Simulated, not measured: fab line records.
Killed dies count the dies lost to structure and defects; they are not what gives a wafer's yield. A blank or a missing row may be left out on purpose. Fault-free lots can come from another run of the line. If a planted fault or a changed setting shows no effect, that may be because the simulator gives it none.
Struck lot and sound lot, side by side | flow sky130 | 43 steps out of a route of 708
Sound: the wafers L422.2, L422.3, L422.5. Struck: wafer L420.4. (L420.2, L420.5 of the same lot were not struck and are left out.) The cause comes at the end.
Each step with rows lists, per side, the tool, then ch with its chambers, then its first start. Under that, the readings that differ: sound wafers | struck wafers | difference of the means | sigmas: that difference in standard deviations of wafers without a fault.
alike: words and numbers the same on both sides, and readings whose means are apart by under 2 such deviations; not compared: readings that were withheld, readings missing a value for some wafer, numbers with overlapping values and no deviation given by the record, and bounds like >300 which may hide the same value.
The two part at a step that has a row with sigmas, a row that says differs or no value, or rows on one side only. When numbers do not overlap yet have no deviation, they are printed without sigmas and do not part them. A reading missing from all wafers of one side parts the sides only when that side holds two or more wafers.

SKY_VIA3_ETCH_15: etches SiO2 in C4F8/O2/Ar, stops on TiN, target depth 507 nm, time 78 s.
  sound on rie_diel-03 ch 0,2,3, day 41 21:08; struck on rie_diel-03 ch 0, day 40 18:56
  alike: oes_product_au
  not compared: rf_hours_counter_h
then, 5 steps without rows for these wafers: SKY_VIA3_STRIP_16 (strips in O2/N2); SKY_VIA3_STRIP_17 (strips in post etch residue remover, time 1200 s); SKY_VIA3_CLEAN_18 (cleans in IPA, time 180 s); SKY_VIA3_CLEAN_19 (cleans in O3/DIW); SKY_VIA3_SPUTTER_20 (material TiN, target thk 20 nm, time 80 s).
SKY_VIA3_CVD_21: deposits W, target thk 390 nm, time 117.31 s.
  sound on cvd_w-01 ch 0,1, day 41 21:51; struck on cvd_w-01 ch 0, day 40 19:39
  alike: heater_power_w
SKY_VIA3_RS_MEAS_22: measurement is done with a four-point probe.
  sound: film_metro-04 at day 41 21:59; struck: film_metro-03 at day 40 19:47
  alike: VIA3_W_RS
SKY_VIA3_THK_MEAS_23: measures by xrf.
  sound: film_metro-04 at day 41 22:06; struck: film_metro-03 at day 40 19:54
  alike: VIA3_W_THK
then, 1 step without rows for these wafers: SKY_VIA3_CMP_24 (polishes, stops on SiO2, t overpolish 20 s, target thk 0 nm).
SKY_METAL4_SPUTTER_00: material Ti, target thk 15 nm, time 10 s.
  sound: pvd_sputter-01 at day 41 22:27; struck: pvd_sputter-04 at day 40 20:15
  reading                | sound          | struck | difference | sigmas
  throttle_valve_pct (%) | 30.5 28.9 29.1 | 32.1   | +2.6       | +2
SKY_METAL4_SPUTTER_01: material TiN, target thk 20 nm, time 16.7 s.
  sound: pvd_sputter-01 at day 41 22:28; struck: pvd_sputter-04 at day 40 20:16
  reading                | sound          | struck | difference | sigmas
  throttle_valve_pct (%) | 30.5 29.3 29.1 | 32.1   | +2.5       | +2
SKY_METAL4_SPUTTER_02: material AlCu, target thk 735 nm, time 39.1 s.
  sound: pvd_sputter-01 at day 41 22:30; struck: pvd_sputter-04 at day 40 20:18
  reading                | sound          | struck | difference | sigmas
  throttle_valve_pct (%) | 30.7 28.9 29.1 | 31.9   | +2.3       | +2
then, 3 steps without rows for these wafers: SKY_METAL4_SPUTTER_03 (material Ti, target thk 5 nm, time 3.3 s); SKY_METAL4_SPUTTER_04 (material TiN, target thk 70 nm, time 58.3 s); SKY_CAP2M_CVD_00 (deposits SiO2, target thk 15.5 nm).
SKY_CAP2M_THK_MEAS_01:
  sound: film_metro-02 at day 41 22:38; struck: film_metro-03 at day 40 20:26
  alike: CAP2M_CVD_00_THK
then, 1 step without rows for these wafers: SKY_CAP2M_SPUTTER_02 (material TiN, target thk 200 nm, time 166.7 s).
SKY_CAP2M_RS_MEAS_03: measurement is done with a four-point probe.
  sound: film_metro-01 at day 41 22:49; struck: film_metro-01 at day 40 20:37
  reading               | sound          | struck | difference | sigmas
  CAP2M_TIN_RS (ohm/sq) | 7.07 7.06 7.01 | 6.86   | -0.19      | -2
SKY_CAP2M_THK_MEAS_04: measures by xrf.
  sound: film_metro-01 at day 41 22:56; struck: film_metro-01 at day 40 20:44
  reading            | sound             | struck | difference | sigmas
  CAP2M_TIN_THK (nm) | 197.9 197.7 198.5 | 203.5  | +5.5       | +2
then, 7 steps without rows for these wafers: SKY_CAP2M_DEHYDRATE_05 (time 60 s); SKY_CAP2M_HMDS_06 (prime time 60 s); SKY_CAP2M_COAT_07 (resist thk 1140 nm); SKY_CAP2M_SOFTBAKE_08 (time 60 s); SKY_CAP2M_EXPOSE_09 (exposes mask CAP2M, target cd 1000 nm); SKY_CAP2M_PEB_10; SKY_CAP2M_DEVELOP_11 (develop time 60 s).
SKY_CAP2M_OVL_MEAS_12:
  sound: overlay-02 at day 42 22:26; struck: overlay-01 at day 41 20:11
  alike: CAP2M_OVL
then, 1 step without rows for these wafers: SKY_CAP2M_METAL_ETCH_13 (etches TiN in Cl2/BCl3, stops on SiO2, target depth 220 nm, time 62.9 s).
SKY_CAP2M_STRIP_14: strips in O2/N2.
  sound on plasma_asher-02 ch 0, day 42 22:33; struck on plasma_asher-01 ch 0, day 41 20:18
  reading                     | sound       | struck | difference | sigmas
  drypump_motor_current_A (A) | 5.6 5.6 5.6 | 4.7    | -0.9       | -2
  alike: n2_flow_sccm, oes_product_au, strip_time_to_endpoint_s
  not compared: rf_hours_counter_h
then, 11 steps without rows for these wafers: SKY_CAP2M_STRIP_15 (strips in post etch residue remover, time 1200 s); SKY_CAP2M_CLEAN_16 (cleans in IPA, time 180 s); SKY_CAP2M_CLEAN_17 (cleans in O3/DIW); SKY_METAL4_DEHYDRATE_05 (time 60 s); SKY_METAL4_HMDS_06 (prime time 60 s); SKY_METAL4_COAT_07 (resist thk 60 nm); SKY_METAL4_COAT_08 (resist thk 1140 nm); SKY_METAL4_SOFTBAKE_09 (time 90 s); SKY_METAL4_EXPOSE_10 (exposes mask MM4, target cd 300 nm); SKY_METAL4_PEB_11; SKY_METAL4_DEVELOP_12 (develop time 60 s).
SKY_METAL4_CD_MEAS_13 targets a cd of 300 nm.
  sound: cd_sem-02 at day 43 21:46; struck: cd_sem-01 at day 42 20:22
  alike: cd_nm
-- the record jumps here: 4 days lie between the struck wafers' starts before and after (it left off in module METAL4 and takes up again in module PAD_OPEN, whose first step shown is number 708 of the route) --
SKY_PAD_OPEN_PROBE_99:
  sound: prober-02 at day 47 21:17; struck: prober-01 at day 47 00:36
  reading                               | sound             | struck                   | difference                   | sigmas
  hold                                  | - - -             | await_dispo/3.1h/release | no value on the sound wafers |
  defect_limited_yield (%)              | 80.5 84.1 85.6    | 74.6                     | -8.8                         | -4
  killed_at_M4_up                       | 5 6 4             | 43                       | +38                          | +19
  killed_dies                           | 96 78 71          | 125                      | +43                          | +4
  sort_bin_3_pad_short (%)              | 1.0 1.2 0.8       | 2.8                      | +1.8                         | +4
  sort_bin_5_function (%)               | 10.0 8.9 7.9      | 14.6                     | +5.7                         | +4
  sort_n_pass                           | 396 414 421       | 367                      | -43                          | -4
  sort_yield_pct (%)                    | 80.5 84.1 85.6    | 74.6                     | -8.8                         | -4
  model.etest.tester.sort_n_pass        | 396 414 421       | 367                      | -43                          |
  model.etest.tester.sort_yield_pct (%) | 80.49 84.15 85.57 | 74.59                    | -8.81                        |
  model.etest.tester.sort_bin_5_pct (%) | 9.959 8.943 7.927 | 14.63                    | +5.69                        |
  model.etest.tester.sort_bin_3_pct (%) | 1.016 1.22 0.813  | 2.846                    | +1.830                       |
  alike: killed_at_M0_to_M3, killed_at_contacts, killed_at_front_end, killed_at_other, killed_open, killed_short, sort_bin_6_memory

== WHERE THEY PART ==
At SKY_METAL4_SPUTTER_00 first; at SKY_PAD_OPEN_PROBE_99 last (within this record only).

WHY: what had been put in by the simulator
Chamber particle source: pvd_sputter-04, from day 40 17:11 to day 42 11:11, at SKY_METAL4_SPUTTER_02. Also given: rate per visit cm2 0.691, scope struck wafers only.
